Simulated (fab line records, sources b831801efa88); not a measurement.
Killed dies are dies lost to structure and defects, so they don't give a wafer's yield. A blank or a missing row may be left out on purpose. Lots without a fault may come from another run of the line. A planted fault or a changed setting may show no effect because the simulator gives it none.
Problem report in the 8D (eight disciplines) form, filled by code | flow gf180mcu | the parts of the form that need people (team, actions taken, sign-off) are left out

1. THE PROBLEM
dose_ions_cm2 at GF_HV_LDD_IMPLANT_33 reads a mean of 6.442e+12 on 6 wafers of 2 lots; wafers without a fault read 7.501e+12 with a standard deviation of 7.3e+09. That is -99 or more standard deviations from the usual mean.
First seen on wafer L697.2, day 15 18:10, on implanter-02. The record holds 42 wafers of 14 lots with a number at this step. Rule for "out", or "out of limits": more than 4 standard deviations from the usual mean. The other wafers with a number count as sound.

2. WHAT IT IS AND WHAT IT IS NOT
question                    | is                                | is not
which readings at this step | dose_ions_cm2, faraday_current_uA | beam_energy_keV
which lots                  | L697, L698                        | L685, L686, L687, L688, L689, L690, L692, L693, L694, L705, L706, L707
which wafers of those lots  | all that have a number            | -
read on which tools         | implanter-02                      | implanter-03, implanter-04
when                        | from day 15 18:10                 | up to then (27 sound wafers); but 9 sound wafers of L705, L706, L707 came after

3. SUSPECTS, AND WHAT RULES EACH OUT
Counting: a tool at a process step up to the reading stays a suspect if it ran every lot that is out and no sound lot after the first of them.
- implanter-02 at GF_HV_LDD_IMPLANT_33: kept. It ran every lot that is out, first L697 (day 15 18:10), and no sound lot after that; its last sound lot up to then is L693 (day 14 08:28). Its own readings are out on those wafers: dose_ions_cm2, faraday_current_uA.
Left after counting: implanter-02 at GF_HV_LDD_IMPLANT_33.

4. THE CAUSE (what the simulator had put in)
Process parameter drift: implanter-02, from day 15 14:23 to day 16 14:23, at GF_HV_LDD_IMPLANT_33. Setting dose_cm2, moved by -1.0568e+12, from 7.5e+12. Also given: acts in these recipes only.
Counting left only this tool.

5. THE CHAIN OF EFFECTS, in route order
Each row: a reading whose mean over the struck wafers that have a number lies more than 3 standard deviations from the usual. Only readings for which the record gives a usual standard deviation are gone through. hours: the time from each lot's start at the first step in this table that gives one to its start at this step, as a median over the lots. sigmas: the change in usual standard deviations.
hours | step                 | reading            | usual     | on struck wafers | change     | sigmas
0     | GF_HV_LDD_IMPLANT_33 | dose_ions_cm2      | 7.501e+12 | 6.442e+12        | -1.058e+12 | -99 or more
0     | GF_HV_LDD_IMPLANT_33 | faraday_current_uA | 42.2      | 36.8             | -5.4       | -6.4
The process steps in it:
- GF_HV_LDD_IMPLANT_33
Later measuring or inspecting steps at which every struck wafer that the step has a row for has a number for every such reading, and none has moved that far: GF_HV_LDD_TW_MEAS_38, GF_HV_LDD_RS_MEAS_53.

6. WHAT WOULD HAVE CAUGHT IT SOONER
In this record the first reading out of limits was taken at day 15 18:10, 4 hours after the fault began at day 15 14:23.
